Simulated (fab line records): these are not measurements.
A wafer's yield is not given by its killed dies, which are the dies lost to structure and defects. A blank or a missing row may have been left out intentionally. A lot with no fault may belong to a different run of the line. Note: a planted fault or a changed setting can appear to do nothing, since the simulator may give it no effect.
Which tool did it? || flow gf180mcu || Sampling: 13 lots, 39 wafers, 5 of 602 route steps

## WHAT THE GAUGES SHOWED, per wafer
GF_PSD_RS_MEAS_15: measures by four-point-probe. Usual: PSD_RS typically reads 108.7 ohm/sq, with standard deviation 0.31.
{"lot": "L919", "measured": "day 14 08:11", "on": "film_metro-04", "PSD_RS (ohm/sq)": "108.8 109.3 109.2", "flag": ""}
{"lot": "L920", "measured": "day 14 14:54", "on": "film_metro-04", "PSD_RS (ohm/sq)": "108.5 108.6 108.5", "flag": ""}
{"lot": "L921", "measured": "day 15 01:21", "on": "film_metro-01", "PSD_RS (ohm/sq)": "108.8 108.7 108.9", "flag": ""}
{"lot": "L922", "measured": "day 15 08:01", "on": "film_metro-01", "PSD_RS (ohm/sq)": "108.7 108.4 108.9", "flag": ""}
{"lot": "L924", "measured": "day 16 03:07", "on": "film_metro-02", "PSD_RS (ohm/sq)": "108.6 108.2 108.7", "flag": ""}
{"lot": "L925", "measured": "day 16 07:54", "on": "film_metro-01", "PSD_RS (ohm/sq)": "108.6 108.6 108.5", "flag": ""}
{"lot": "L926", "measured": "day 16 21:22", "on": "film_metro-01", "PSD_RS (ohm/sq)": "108.2 108.4 108.4", "flag": ""}
{"lot": "L931", "measured": "day 18 17:13", "on": "film_metro-01", "PSD_RS (ohm/sq)": "109.2 108.8 109.1", "flag": ""}
{"lot": "L934", "measured": "day 19 20:54", "on": "film_metro-01", "PSD_RS (ohm/sq)": "108.6 108.6 108.7", "flag": ""}
{"lot": "L935", "measured": "day 20 07:06", "on": "film_metro-04", "PSD_RS (ohm/sq)": "108.5 108.5 108.4", "flag": ""}
{"lot": "L936", "measured": "day 20 13:41", "on": "film_metro-02", "PSD_RS (ohm/sq)": "108.0 108.5 108.6", "flag": ""}
{"lot": "L937", "measured": "day 20 18:22", "on": "film_metro-02", "PSD_RS (ohm/sq)": "108.7 108.7 108.9", "flag": ""}
{"lot": "L940", "measured": "day 21 22:19", "on": "film_metro-01", "PSD_RS (ohm/sq)": "108.4 108.2 108.6", "flag": ""}

GF_SAB_CD_MEAS_09: the cd target is 420 nm. Usual: cd_nm at 420.9 nm, with a standard deviation of 2.6.
{"lot": "L919", "measured": "day 15 05:53", "on": "cd_sem-02", "cd_nm (nm)": "417.4 418.1 418.4", "flag": ""}
{"lot": "L920", "measured": "day 15 12:02", "on": "cd_sem-02", "cd_nm (nm)": "422.6 421.8 419.6", "flag": ""}
{"lot": "L921", "measured": "day 15 23:15", "on": "cd_sem-01", "cd_nm (nm)": "417.2 416.7 417.7", "flag": ""}
{"lot": "L922", "measured": "day 16 06:09", "on": "cd_sem-01", "cd_nm (nm)": "417.0 417.9 416.3", "flag": ""}
{"lot": "L924", "measured": "day 17 01:43", "on": "cd_sem-02", "cd_nm (nm)": "422.8 421.8 423.1", "flag": ""}
{"lot": "L925", "measured": "day 17 06:45", "on": "cd_sem-02", "cd_nm (nm)": "424.4 423.5 420.7", "flag": ""}
{"lot": "L926", "measured": "day 17 20:41", "on": "cd_sem-02", "cd_nm (nm)": "420.3 422.2 421.9", "flag": ""}
{"lot": "L931", "measured": "day 19 17:23", "on": "cd_sem-02", "cd_nm (nm)": "419.4 418.6 419.6", "flag": ""}
{"lot": "L934", "measured": "day 20 21:25", "on": "cd_sem-01", "cd_nm (nm)": "417.5 417.9 417.5", "flag": ""}
{"lot": "L935", "measured": "day 21 07:29", "on": "cd_sem-02", "cd_nm (nm)": "418.3 419.4 418.4", "flag": ""}
{"lot": "L936", "measured": "day 21 13:33", "on": "cd_sem-01", "cd_nm (nm)": "424.0 423.5 423.2", "flag": ""}
{"lot": "L937", "measured": "day 21 18:41", "on": "cd_sem-01", "cd_nm (nm)": "419.8 416.4 416.3", "flag": ""}
{"lot": "L940", "measured": "day 22 22:29", "on": "cd_sem-02", "cd_nm (nm)": "425.9 426.3 424.9", "flag": ""}

GF_SALICIDE_RS_MEAS_04: measures by four-point-probe. Usual: SALICIDE_TIN_RS typically reads 16.29 ohm/sq, with standard deviation 0.3.
{"lot": "L919", "measured": "day 15 06:27", "on": "film_metro-02", "SALICIDE_TIN_RS (ohm/sq)": "16.19 16.39 16.51", "flag": ""}
{"lot": "L920", "measured": "day 15 12:36", "on": "film_metro-01", "SALICIDE_TIN_RS (ohm/sq)": "16.56 16.38 16.51", "flag": ""}
{"lot": "L921", "measured": "day 15 23:48", "on": "film_metro-02", "SALICIDE_TIN_RS (ohm/sq)": "16.27 16.76 16.10", "flag": ""}
{"lot": "L922", "measured": "day 16 06:43", "on": "film_metro-01", "SALICIDE_TIN_RS (ohm/sq)": "16.07 15.87 16.08", "flag": ""}
{"lot": "L924", "measured": "day 17 02:17", "on": "film_metro-03", "SALICIDE_TIN_RS (ohm/sq)": "15.97 16.01 16.11", "flag": ""}
{"lot": "L925", "measured": "day 17 07:19", "on": "film_metro-01", "SALICIDE_TIN_RS (ohm/sq)": "15.95 15.80 15.77", "flag": ""}
{"lot": "L926", "measured": "day 17 21:14", "on": "film_metro-02", "SALICIDE_TIN_RS (ohm/sq)": "16.41 16.64 16.48", "flag": ""}
{"lot": "L931", "measured": "day 19 17:55", "on": "film_metro-01", "SALICIDE_TIN_RS (ohm/sq)": "16.42 16.55 16.09", "flag": ""}
{"lot": "L934", "measured": "day 20 22:02", "on": "film_metro-02", "SALICIDE_TIN_RS (ohm/sq)": "14.96 14.86 14.97", "flag": "OFF"}
{"lot": "L935", "measured": "day 21 08:13", "on": "film_metro-02", "SALICIDE_TIN_RS (ohm/sq)": "16.45 16.46 16.50", "flag": ""}
{"lot": "L936", "measured": "day 21 14:07", "on": "film_metro-02", "SALICIDE_TIN_RS (ohm/sq)": "14.79 14.78 14.70", "flag": "OFF"}
{"lot": "L937", "measured": "day 21 19:14", "on": "film_metro-01", "SALICIDE_TIN_RS (ohm/sq)": "15.93 15.88 15.96", "flag": ""}
{"lot": "L940", "measured": "day 22 23:10", "on": "film_metro-01", "SALICIDE_TIN_RS (ohm/sq)": "15.98 16.11 15.98", "flag": ""}

## EACH LOT AND THE TOOL THAT RAN IT (in order: tool; ch and the chambers of the sampled wafers; start)
{"lot": "L919", "GF_HV_LDD_STRIP_37": "plasma_asher-03 ch 0,1, day 11 15:53", "GF_SALICIDE_SPUTTER_02": "pvd_sputter-02, day 15 06:20"}
{"lot": "L920", "GF_HV_LDD_STRIP_37": "plasma_asher-01 ch 0,1, day 11 21:59", "GF_SALICIDE_SPUTTER_02": "pvd_sputter-04, day 15 12:33"}
{"lot": "L921", "GF_HV_LDD_STRIP_37": "plasma_asher-03 ch 0,1, day 12 06:26", "GF_SALICIDE_SPUTTER_02": "pvd_sputter-03, day 15 23:43"}
{"lot": "L922", "GF_HV_LDD_STRIP_37": "plasma_asher-03 ch 0,1, day 12 12:05", "GF_SALICIDE_SPUTTER_02": "pvd_sputter-02, day 16 06:40"}
{"lot": "L924", "GF_HV_LDD_STRIP_37": "plasma_asher-01 ch 0,1, day 13 07:02", "GF_SALICIDE_SPUTTER_02": "pvd_sputter-03, day 17 02:14"}
{"lot": "L925", "GF_HV_LDD_STRIP_37": "plasma_asher-03 ch 0,1, day 13 11:53", "GF_SALICIDE_SPUTTER_02": "pvd_sputter-02, day 17 07:15"}
{"lot": "L926", "GF_HV_LDD_STRIP_37": "plasma_asher-04 ch 0,1, day 13 23:06", "GF_SALICIDE_SPUTTER_02": "pvd_sputter-03, day 17 21:11"}
{"lot": "L931", "GF_HV_LDD_STRIP_37": "plasma_asher-03 ch 0,1, day 15 15:38", "GF_SALICIDE_SPUTTER_02": "pvd_sputter-02, day 19 17:50"}
{"lot": "L934", "GF_HV_LDD_STRIP_37": "plasma_asher-04 ch 0,1, day 16 16:51", "GF_SALICIDE_SPUTTER_02": "pvd_sputter-04, day 20 21:57"}
{"lot": "L935", "GF_HV_LDD_STRIP_37": "plasma_asher-01 ch 0,1, day 17 02:21", "GF_SALICIDE_SPUTTER_02": "pvd_sputter-02, day 21 08:10"}
{"lot": "L936", "GF_HV_LDD_STRIP_37": "plasma_asher-01 ch 0,1, day 17 08:10", "GF_SALICIDE_SPUTTER_02": "pvd_sputter-04, day 21 14:02"}
{"lot": "L937", "GF_HV_LDD_STRIP_37": "plasma_asher-01 ch 0,1, day 17 13:58", "GF_SALICIDE_SPUTTER_02": "pvd_sputter-02, day 21 19:11"}
{"lot": "L940", "GF_HV_LDD_STRIP_37": "plasma_asher-01 ch 0,1, day 18 16:01", "GF_SALICIDE_SPUTTER_02": "pvd_sputter-02, day 22 23:07"}
- GF_HV_LDD_STRIP_37: strips in O2/N2.
- GF_SALICIDE_SPUTTER_02: material Co, target thk 10 nm, time 20 s.

## WHAT THE TOOLS THEMSELVES READ (means of the sampled wafers that have a number; where no wafer has one, the mark that the record gives instead)
GF_HV_LDD_STRIP_37. Usual: chamber_pressure_mTorr 1499.8 mTorr, standard deviation 1.4; drypump_motor_current_A 6.3 A, standard deviation 0.44; heater_power_w 312 W, standard deviation 20; oes_product_au 0.715 a.u., standard deviation 0.0044; strip_time_to_endpoint_s 12.65 s, standard deviation 0.033.
{"lot": "L919", "tool": "plasma_asher-03", "chamber_pressure_mTorr (mTorr)": 1500.8, "drypump_motor_current_A (A)": 6.0, "heater_power_w (W)": 342, "oes_product_au (a.u.)": 0.716, "strip_time_to_endpoint_s (s)": 12.60, "flag": ""}
{"lot": "L920", "tool": "plasma_asher-01", "chamber_pressure_mTorr (mTorr)": 1499.7, "drypump_motor_current_A (A)": 6.7, "heater_power_w (W)": 305, "oes_product_au (a.u.)": 0.715, "strip_time_to_endpoint_s (s)": 12.68, "flag": ""}
{"lot": "L921", "tool": "plasma_asher-03", "chamber_pressure_mTorr (mTorr)": 1499.9, "drypump_motor_current_A (A)": 6.0, "heater_power_w (W)": 341, "oes_product_au (a.u.)": 0.716, "strip_time_to_endpoint_s (s)": 12.66, "flag": ""}
{"lot": "L922", "tool": "plasma_asher-03", "chamber_pressure_mTorr (mTorr)": 1501.6, "drypump_motor_current_A (A)": 6.1, "heater_power_w (W)": 339, "oes_product_au (a.u.)": 0.716, "strip_time_to_endpoint_s (s)": 12.64, "flag": ""}
{"lot": "L924", "tool": "plasma_asher-01", "chamber_pressure_mTorr (mTorr)": 1500.4, "drypump_motor_current_A (A)": 6.6, "heater_power_w (W)": 306, "oes_product_au (a.u.)": 0.712, "strip_time_to_endpoint_s (s)": 12.61, "flag": ""}
{"lot": "L925", "tool": "plasma_asher-03", "chamber_pressure_mTorr (mTorr)": 1498.4, "drypump_motor_current_A (A)": 6.0, "heater_power_w (W)": 328, "oes_product_au (a.u.)": 0.714, "strip_time_to_endpoint_s (s)": 12.65, "flag": ""}
{"lot": "L926", "tool": "plasma_asher-04", "chamber_pressure_mTorr (mTorr)": 1499.7, "drypump_motor_current_A (A)": 5.5, "heater_power_w (W)": 310, "oes_product_au (a.u.)": 0.715, "strip_time_to_endpoint_s (s)": 12.69, "flag": ""}
{"lot": "L931", "tool": "plasma_asher-03", "chamber_pressure_mTorr (mTorr)": 1500.7, "drypump_motor_current_A (A)": 6.0, "heater_power_w (W)": 337, "oes_product_au (a.u.)": 0.716, "strip_time_to_endpoint_s (s)": 12.69, "flag": ""}
{"lot": "L934", "tool": "plasma_asher-04", "chamber_pressure_mTorr (mTorr)": 1500.9, "drypump_motor_current_A (A)": 5.5, "heater_power_w (W)": 310, "oes_product_au (a.u.)": 0.718, "strip_time_to_endpoint_s (s)": 12.64, "flag": ""}
{"lot": "L935", "tool": "plasma_asher-01", "chamber_pressure_mTorr (mTorr)": 1499.8, "drypump_motor_current_A (A)": 6.7, "heater_power_w (W)": 308, "oes_product_au (a.u.)": 0.716, "strip_time_to_endpoint_s (s)": 12.67, "flag": ""}
{"lot": "L936", "tool": "plasma_asher-01", "chamber_pressure_mTorr (mTorr)": 1499.2, "drypump_motor_current_A (A)": 6.7, "heater_power_w (W)": 311, "oes_product_au (a.u.)": 0.719, "strip_time_to_endpoint_s (s)": 12.64, "flag": ""}
{"lot": "L937", "tool": "plasma_asher-01", "chamber_pressure_mTorr (mTorr)": 1499.9, "drypump_motor_current_A (A)": 6.7, "heater_power_w (W)": 307, "oes_product_au (a.u.)": 0.721, "strip_time_to_endpoint_s (s)": 12.63, "flag": ""}
{"lot": "L940", "tool": "plasma_asher-01", "chamber_pressure_mTorr (mTorr)": 1497.7, "drypump_motor_current_A (A)": 6.6, "heater_power_w (W)": 301, "oes_product_au (a.u.)": 0.714, "strip_time_to_endpoint_s (s)": 12.63, "flag": ""}

GF_SALICIDE_SPUTTER_02. Usual: throttle_valve_pct at 30.3 %, with a standard deviation of 1.4.
{"lot": "L919", "tool": "pvd_sputter-02", "throttle_valve_pct (%)": 30.1, "flag": ""}
{"lot": "L920", "tool": "pvd_sputter-04", "throttle_valve_pct (%)": 29.9, "flag": ""}
{"lot": "L921", "tool": "pvd_sputter-03", "throttle_valve_pct (%)": 30.2, "flag": ""}
{"lot": "L922", "tool": "pvd_sputter-02", "throttle_valve_pct (%)": 28.2, "flag": ""}
{"lot": "L924", "tool": "pvd_sputter-03", "throttle_valve_pct (%)": 30.3, "flag": ""}
{"lot": "L925", "tool": "pvd_sputter-02", "throttle_valve_pct (%)": 29.3, "flag": ""}
{"lot": "L926", "tool": "pvd_sputter-03", "throttle_valve_pct (%)": 30.5, "flag": ""}
{"lot": "L931", "tool": "pvd_sputter-02", "throttle_valve_pct (%)": 28.2, "flag": ""}
{"lot": "L934", "tool": "pvd_sputter-04", "throttle_valve_pct (%)": 29.8, "flag": ""}
{"lot": "L935", "tool": "pvd_sputter-02", "throttle_valve_pct (%)": 28.9, "flag": ""}
{"lot": "L936", "tool": "pvd_sputter-04", "throttle_valve_pct (%)": 30.5, "flag": ""}
{"lot": "L937", "tool": "pvd_sputter-02", "throttle_valve_pct (%)": 29.7, "flag": ""}
{"lot": "L940", "tool": "pvd_sputter-02", "throttle_valve_pct (%)": 29.6, "flag": ""}

## THE ANSWER, worked out from the rows above alone
Rule: a lot is off if the mean of its wafers that have a number lies more than 3 standard deviations from the usual mean. Also off: a lot with no number at a reading for which 4 or more lots have one. All remaining lots with rows at the step are treated as sound. After the gauges, taken in route order, come the tools' own readings; for these a lot's mean is taken, as printed above. The first step at which some lot is off is used, and at that step the reading that is off furthest; a lot without a number counts as furthest.
Off: at GF_SALICIDE_RS_MEAS_04 (SALICIDE_TIN_RS), L934, L936.
If a tool, at a process step before that reading, ran all the lots that are off and no sound lot after the first of them, it fits. The gauges at GF_SALICIDE_RS_MEAS_04 are tried like those tools. One candidate fits, namely pvd_sputter-04 at GF_SALICIDE_SPUTTER_02. Its last sound lot is L920 (day 15 12:33), its first lot that is off L934 (day 20 21:57): a fault that began between those two fits.

## WHAT THE SIMULATOR PUT IN
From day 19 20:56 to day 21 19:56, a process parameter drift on pvd_sputter-04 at GF_SALICIDE_SPUTTER_02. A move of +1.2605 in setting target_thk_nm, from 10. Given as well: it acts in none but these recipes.
Lots struck among those shown: L934, L936. The rule above found the same.
